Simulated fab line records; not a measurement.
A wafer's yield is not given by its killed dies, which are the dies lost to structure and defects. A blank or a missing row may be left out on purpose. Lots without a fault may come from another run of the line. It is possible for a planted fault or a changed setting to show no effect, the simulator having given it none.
Which tool was responsible? | flow sky130 | 36 wafers from 12 lots sampled at 2 of the route's 708 steps

## WHAT THE GAUGES READ, wafer by wafer
SKY_VIA2_BOW_MEAS_03.
lot  | measured     | on           | VIA2_BOW (um)
L469 | day 35 14:08 | filmMetro-01 | 81 68 82
L470 | day 35 22:33 | filmMetro-02 | 93 94 91
L476 | day 38 01:33 | filmMetro-02 | 76 77 85
L477 | day 38 08:11 | filmMetro-02 | 76 81 97
L480 | day 39 05:49 | filmMetro-02 | 87 90 96
L481 | day 39 15:02 | filmMetro-03 | 77 88 77
L484 | day 40 13:23 | filmMetro-02 | 98 90 100
L485 | day 40 22:26 | filmMetro-02 | 87 96 88
L486 | day 41 00:08 | filmMetro-03 | 81 77 89
L487 | day 41 09:23 | filmMetro-01 | 99 88 82
L488 | day 41 11:00 | filmMetro-02 | 84 91 96
L490 | day 42 03:02 | filmMetro-02 | 79 79 79

SKY_VIA2_CD_MEAS_12: target cd 200 nm.
lot  | measured     | on       | cdNm (nm)
L469 | day 36 16:14 | cdSem-02 | 200.0 201.5 199.0
L470 | day 37 00:50 | cdSem-02 | 201.7 202.1 200.8
L476 | day 39 02:07 | cdSem-01 | 201.9 201.7 202.9
L477 | day 39 09:02 | cdSem-02 | 200.6 200.5 200.1
L480 | day 40 06:16 | cdSem-01 | 200.2 198.4 200.7
L481 | day 40 15:59 | cdSem-02 | 201.0 200.4 201.5
L484 | day 41 14:10 | cdSem-02 | 199.2 197.1 198.0
L485 | day 41 22:07 | cdSem-01 | 201.5 202.5 201.5
L486 | day 41 23:55 | cdSem-01 | 198.5 197.5 199.4
L487 | day 42 09:14 | cdSem-01 | 199.6 200.0 199.8
L488 | day 42 09:56 | cdSem-01 | 200.2 200.9 198.7
L490 | day 43 01:12 | cdSem-02 | 197.5 195.9 196.4

## WHAT TOOL EACH LOT RAN ON (gives the tool, then ch and the chambers of the sampled wafers, and finally the start)
The record holds no process step before these readings.

## AS READ BY THE TOOLS THEMSELVES (means over the sampled wafers that have a number; for cases with no such wafer, the mark the record gives instead)
The record holds no such reading with a usual standard deviation.

## THE ANSWER, worked out from the rows above alone
Rule: usual is defined by the lots themselves. Put in order of their means at a reading, lots are off if they are a third of the lots or fewer, leave a main group of 4 or more, and stand apart from it by a gap of 3 or more times the standard deviation of the main group's means; of several such gaps the widest counts. The tables above print the reading to a certain number of digits; a main group whose means all agree to those digits is not used. Also off: a lot with no number at a reading for which 4 or more lots have one. All remaining lots with rows at the step are treated as sound. After the gauges, taken in route order, come the tools' own readings; for these a lot's mean is taken, as printed above. At the first step where some lot is off, the reading lying furthest off is the one used; lots without a number count as furthest.
No lot is off on any of the readings shown, so nothing can be concluded from this.

## WHAT HAD BEEN PUT IN BY THE SIMULATOR
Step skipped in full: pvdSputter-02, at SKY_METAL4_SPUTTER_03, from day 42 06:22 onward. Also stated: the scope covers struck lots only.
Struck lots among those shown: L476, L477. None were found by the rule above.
